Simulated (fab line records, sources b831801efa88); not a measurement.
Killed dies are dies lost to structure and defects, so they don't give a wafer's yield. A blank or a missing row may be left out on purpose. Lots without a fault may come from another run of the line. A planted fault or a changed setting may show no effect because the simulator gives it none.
Chamber matching | flow sky130 | SKY_VIA1_ETCH_14 on rie_diel-04: 4 sister chambers
The step etches BARC in N2/H2, stops on SiO2, time 45.9 s, target depth 60 nm. 4 wafers are shown with their chamber, then 8 later ones without.

WAFERS WITH THEIR CHAMBER
wafer  | chamber | drypump_motor_current_A (A)
L090.2 | 3       | 5.3
L090.3 | 0       | 6.3
L090.5 | 2       | 5.5
L092.2 | 1       | 6.4

WAFERS WITHOUT THEIR CHAMBER
wafer  | drypump_motor_current_A (A)
L092.5 | 5.3
L092.6 | 6.3
L096.1 | 6.4
L096.2 | 6.4
L096.4 | 5.5
L097.4 | 5.3
L097.5 | 5.5
L097.6 | 5.2

WHICH CHAMBER EACH WENT THROUGH
wafer  | from the rows above | in truth
L092.5 | 3                   | 3
L092.6 | 0                   | 0
L096.1 | 1                   | 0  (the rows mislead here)
L096.2 | 1                   | 1
L096.4 | 2                   | 2
L097.4 | 3                   | 3
L097.5 | 2                   | 2
L097.6 | 3                   | 3
Placed correctly: 7 of 8. Can't be placed from these rows: 0. Placed wrongly: 1.
How it was worked out, from the rows above alone: a wafer's distance from a chamber is the root of the sum, over the readings, of the square of ((its reading less the chamber's mean) divided by the reading's scatter). The wafer belongs to the nearest chamber; if the next one is less than 2 further off, it can't be placed. A chamber's mean is the mean of its shown wafers. The scatter: with one shown wafer a chamber, the root of the mean of the squares of how far each hidden wafer lies from its nearest shown one.
